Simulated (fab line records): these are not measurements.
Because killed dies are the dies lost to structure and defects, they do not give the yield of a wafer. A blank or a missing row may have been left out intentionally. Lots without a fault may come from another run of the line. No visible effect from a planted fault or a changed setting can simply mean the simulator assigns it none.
A lot that was struck, set against a sound lot | flow gf180mcu | 19 steps out of a route of 602
Sound: these wafers, L250.1, L250.4, L250.6. The struck wafers were L238.2, L238.6. The cause comes at the end.
Order at every step that has rows: each side's tool, ch and its chambers, its first start. Under that, the readings that differ: sound wafers | struck wafers | difference of the means | sigmas: that difference in standard deviations of wafers without a fault.
alike: readings with means less than 2 such deviations apart, plus words and numbers identical on both sides. not compared: withheld readings, readings lacking a value on some wafer, bounds such as >300 that could conceal the same value, and numbers that have no deviation in the record and whose values overlap.
Wherever a step has rows on one side only, a row that says differs or no value, or a row with sigmas, the two part there. Numbers that don't overlap but have no deviation are shown without sigmas and don't part them. A reading missing from all wafers of one side parts the sides only when that side holds two or more wafers.

GF_PSD_STRIP_10: strips in O2/N2.
  sound on plasma_asher-02 ch 0,1, day 21 13:29; struck on plasma_asher-02 ch 0,1, day 16 18:11
  alike: drypump_motor_current_A, heater_power_w, oes_product_au, strip_time_to_endpoint_s
  not compared: rf_hours_counter_h
GF_PSD_TW_MEAS_11:
  struck on film_metro-03, day 16 18:17; sound on film_metro-03, day 21 13:35
  alike: PSD_TW
then, 1 step without rows for these wafers: GF_PSD_CLEAN_12 (cleans in SC1/SC2, time 150 s).
GF_PSD_RTA_13: time 20 s.
  sound on rtp_anneal-02 ch 0, day 21 13:42; struck on rtp_anneal-01 ch 0, day 16 18:24
  alike: lamp_power_pct, wafer_temp_C_max
GF_PSD_RS_MEAS_14: a four-point-probe measurement.
  struck on film_metro-03, day 16 18:29; sound on film_metro-02, day 21 13:47
  alike: NSD_RS
GF_PSD_RS_MEAS_15: a four-point-probe measurement.
  struck on film_metro-03, day 16 18:37; sound on film_metro-02, day 21 13:54
  alike: PSD_RS
GF_SAB_CVD_00: deposits SiO2 from TEOS, target thk 50 nm, time 4.9302 s.
  sound on pecvd-01 ch 0,1, day 21 14:01; struck on pecvd-03 ch 2, day 16 18:43
  alike: heater_power_w
GF_SAB_THK_MEAS_01:
  struck on film_metro-02, day 16 18:44; sound on film_metro-03, day 21 14:02
  alike: SAB_CVD_00_THK
then, 4 steps without rows for these wafers: GF_SAB_DEHYDRATE_02 (time 60 s); GF_SAB_HMDS_03 (prime time 60 s); GF_SAB_COAT_04 (resist thk 1000 nm); GF_SAB_SOFTBAKE_05 (time 60 s).
GF_SAB_EXPOSE_06: exposes mask SAB, target cd 420 nm.
  sound on iline_stepper-01 ch 0, day 22 02:16; struck on iline_stepper-01 ch 0, day 17 05:11
  alike: mask
then, 2 steps without rows for these wafers: GF_SAB_PEB_07; GF_SAB_DEVELOP_08 (develop time 60 s).
GF_SAB_CD_MEAS_09: target cd 420 nm.
  struck on cd_sem-01, day 17 16:16; sound on cd_sem-01, day 22 13:26
  reading    | sound             | struck      | difference | sigmas
  cd_nm (nm) | 417.6 417.4 418.4 | 348.5 347.1 | -70.0      | -35
GF_SAB_OVL_MEAS_10:
  struck on overlay-02, day 17 16:23; sound on overlay-01, day 22 13:34
  alike: SAB_OVL
GF_SAB_ETCH_11: etches SiO2 in C4F8/O2/Ar, target depth 55 nm, time 8.5 s.
  sound on rie_diel-04 ch 1,3, day 22 13:35; struck on rie_diel-03 ch 2,3, day 17 16:25
  reading              | sound             | struck      | difference | sigmas
  model.SAB.cd_nm (nm) | 417.6 417.8 418.1 | 347.9 347.1 | -70.3      |
  alike: oes_product_au
  not compared: rf_hours_counter_h
then, 1 step without rows for these wafers: GF_SAB_WET_ETCH_12 (etches SiO2 in dHF, target depth 22 nm, time 440 s).

## WHERE THEY PART
Within this record, at GF_SAB_CD_MEAS_09 only. Later steps at which nothing parts them and some readings are alike: GF_SAB_OVL_MEAS_10, GF_SAB_ETCH_11.

WHY: what the simulator had put in
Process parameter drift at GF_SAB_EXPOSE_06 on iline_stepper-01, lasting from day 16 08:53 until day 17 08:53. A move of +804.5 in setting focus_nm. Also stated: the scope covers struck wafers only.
